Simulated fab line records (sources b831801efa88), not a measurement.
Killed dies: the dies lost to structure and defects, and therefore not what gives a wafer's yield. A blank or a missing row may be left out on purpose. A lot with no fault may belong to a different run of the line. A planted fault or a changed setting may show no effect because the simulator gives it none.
What tool caused it? -- flow gf180mcu -- Sampling: 13 lots, 39 wafers, 6 of 602 route steps

== WHAT THE GAUGES READ, wafer by wafer ==
GF_MVSD_OVL_MEAS_07. Usual: MVSD_OVL typically reads 0.3 nm, with standard deviation 1.4.
lot,measured,on,MVSD_OVL (nm),flag
L456,day 4 11:38,overlay-02,1.0 1.1 0.7,
L457,day 4 16:02,overlay-02,0.9 -0.7 0.3,
L458,day 4 22:35,overlay-02,-2.4 -2.0 -2.1,
L459,day 5 03:23,overlay-01,-2.1 -1.2 -2.6,
L462,day 5 22:02,overlay-01,- - -,OFF
L470,day 7 17:21,overlay-02,0.7 1.8 1.4,
L471,day 8 01:44,overlay-02,0.5 0.1 -0.6,
L472,day 8 08:14,overlay-02,2.7 1.9 1.8,
L473,day 8 12:23,overlay-02,0.1 -0.2 0.4,
L475,day 9 00:35,overlay-02,-1.2 0.3 0.3,
L476,day 9 05:05,overlay-01,0.5 1.9 0.2,
L477,day 9 12:01,overlay-01,2.1 1.0 1.5,
L479,day 10 00:20,overlay-02,0.2 -0.4 0.0,

GF_MVSD_TW_MEAS_11. Usual: MVSD_TW typically reads 1575, with standard deviation 14.
lot,measured,on,MVSD_TW,flag
L456,day 4 12:04,film metro-01,1569 1581 1574,
L457,day 4 16:29,film metro-01,1583 1577 1578,
L458,day 4 23:01,film metro-01,1573 1581 1569,
L459,day 5 03:49,film metro-03,1589 1591 1592,
L462,day 5 22:29,film metro-01,30 30 30 30 30 30,OFF
L470,day 7 17:47,film metro-04,1554 1557 1560,
L471,day 8 02:11,film metro-04,1558 1549 1558,
L472,day 8 08:41,film metro-03,1596 1591 1590,
L473,day 8 12:49,film metro-03,1589 1582 1591,
L475,day 9 01:01,film metro-03,1579 1588 1571,
L476,day 9 05:31,film metro-03,1590 1598 1593,
L477,day 9 12:28,film metro-04,1552 1547 1546,
L479,day 10 00:46,film metro-03,1593 1593 1587,

GF_M1_OVL_MEAS_15. Usual: M1_OVL typically reads 2 nm, with standard deviation 5.2.
lot,measured,on,M1_OVL (nm),flag
L456,day 17 01:41,overlay-01,-11 -11 -7,
L457,day 17 18:02,overlay-01,-7 -1 -2,
L458,day 17 21:23,overlay-01,1 -3 0,
L459,day 18 04:08,overlay-01,-2 0 -4,
L470,day 22 09:24,overlay-02,3 3 9,
L471,day 23 05:18,overlay-02,7 3 9,
L472,day 23 06:45,overlay-02,2 1 2,
L473,day 23 08:48,overlay-02,7 8 4,
L475,day 24 08:56,overlay-01,3 9 7,
L476,day 24 08:35,overlay-01,4 5 -1,
L477,day 24 13:38,overlay-01,3 5 5,
L479,day 25 06:38,overlay-02,2 0 2,

GF_V1_THK_MEAS_01. Usual: V1_CVD_00_THK typically reads 601 nm, with standard deviation 5.1.
lot,measured,on,V1_CVD_00_THK (nm),flag
L456,day 17 02:29,film metro-01,597 599 595,
L457,day 17 18:48,film metro-02,610 606 608,
L458,day 17 22:15,film metro-02,601 600 602,
L459,day 18 04:53,film metro-02,611 605 604,
L470,day 22 10:10,film metro-04,595 595 606,
L471,day 23 06:04,film metro-04,597 598 604,
L472,day 23 07:31,film metro-04,605 608 607,
L473,day 23 09:34,film metro-02,602 606 602,
L475,day 24 09:44,film metro-04,597 606 596,
L476,day 24 09:21,film metro-02,601 594 599,
L477,day 24 14:26,film metro-01,608 598 600,
L479,day 25 07:26,film metro-01,593 597 598,

== WHAT TOOL EACH LOT RAN ON (gives the tool, then ch and the chambers of the sampled wafers, and finally the start) ==
lot,GF_MVSD_EXPOSE_04,GF_CONTACT_CVD_24
L456,"iline stepper-02 ch 0, day 4 04:38","cvd w-01 ch 0, day 16 01:49"
L457,"iline stepper-02 ch 0, day 4 09:17","cvd w-01 ch 0,1, day 16 18:24"
L458,"iline stepper-01 ch 0, day 4 15:49","cvd w-01 ch 0,1, day 16 21:56"
L459,"iline stepper-01 ch 0, day 4 20:17","cvd w-02 ch 0,1, day 17 03:50"
L462,"iline stepper-01 ch 0, day 5 14:52",-
L470,"iline stepper-02 ch 0, day 7 09:59","cvd w-02 ch 0, day 21 09:08"
L471,"iline stepper-01 ch 0, day 7 17:41","cvd w-01 ch 0,1, day 22 05:01"
L472,"iline stepper-02 ch 0, day 7 23:53","cvd w-01 ch 0,1, day 22 06:50"
L473,"iline stepper-01 ch 0, day 8 04:37","cvd w-02 ch 1, day 22 09:01"
L475,"iline stepper-01 ch 0, day 8 16:52","cvd w-02 ch 0,1, day 23 09:21"
L476,"iline stepper-02 ch 0, day 8 20:54","cvd w-01 ch 0,1, day 23 09:02"
L477,"iline stepper-02 ch 0, day 9 03:23","cvd w-01 ch 0,1, day 23 14:29"
L479,"iline stepper-01 ch 0, day 9 15:36","cvd w-01 ch 0,1, day 24 07:42"
- GF_MVSD_EXPOSE_04: exposes mask MVSD, target cd 1000 nm.
- GF_CONTACT_CVD_24: deposits W, target thk 300 nm, time 90.339 s.

== WHAT THE TOOLS THEMSELVES READ (means of the sampled wafers that have a number; where no wafer has one, the mark that the record gives instead) ==
GF_CONTACT_CVD_24. Usual: heater power w 829 W, standard deviation 78; susceptor temp C 398.31 C, standard deviation 0.22.
lot,tool,heater power w (W),susceptor temp C (C),flag
L456,cvd w-01,884,398.20,
L457,cvd w-01,855,398.53,
L458,cvd w-01,848,398.25,
L459,cvd w-02,838,398.21,
L470,cvd w-02,891,398.32,
L471,cvd w-01,813,398.34,
L472,cvd w-01,845,398.34,
L473,cvd w-02,709,398.16,
L475,cvd w-02,770,398.24,
L476,cvd w-01,811,398.09,
L477,cvd w-01,854,398.15,
L479,cvd w-01,837,398.12,

== THE ANSWER, worked out from the rows above alone ==
Rule: a lot counts as off when the mean over its wafers that have a number is more than 3 standard deviations away from the usual mean. Also off: a lot with no number at a reading for which 4 or more lots have one. All remaining lots with rows at the step are treated as sound. The gauges are gone through in route order, then the tools' own readings, and for those a lot's mean is taken as printed above. At the first step where some lot is off, the reading lying furthest off is the one used; lots without a number count as furthest.
Off: L462, seen at GF_MVSD_OVL_MEAS_07 (MVSD_OVL). Without a number there: L462.
If a tool, at a process step before that reading, ran all the lots that are off and no sound lot after the first of them, it fits. The gauges at GF_MVSD_OVL_MEAS_07 aren't tried: what is off there is off at GF_MVSD_TW_MEAS_11 too, on other tools, and a gauge's error can't cause that. Not one of the candidates tried fits.

== WHAT HAD BEEN PUT IN BY THE SIMULATOR ==
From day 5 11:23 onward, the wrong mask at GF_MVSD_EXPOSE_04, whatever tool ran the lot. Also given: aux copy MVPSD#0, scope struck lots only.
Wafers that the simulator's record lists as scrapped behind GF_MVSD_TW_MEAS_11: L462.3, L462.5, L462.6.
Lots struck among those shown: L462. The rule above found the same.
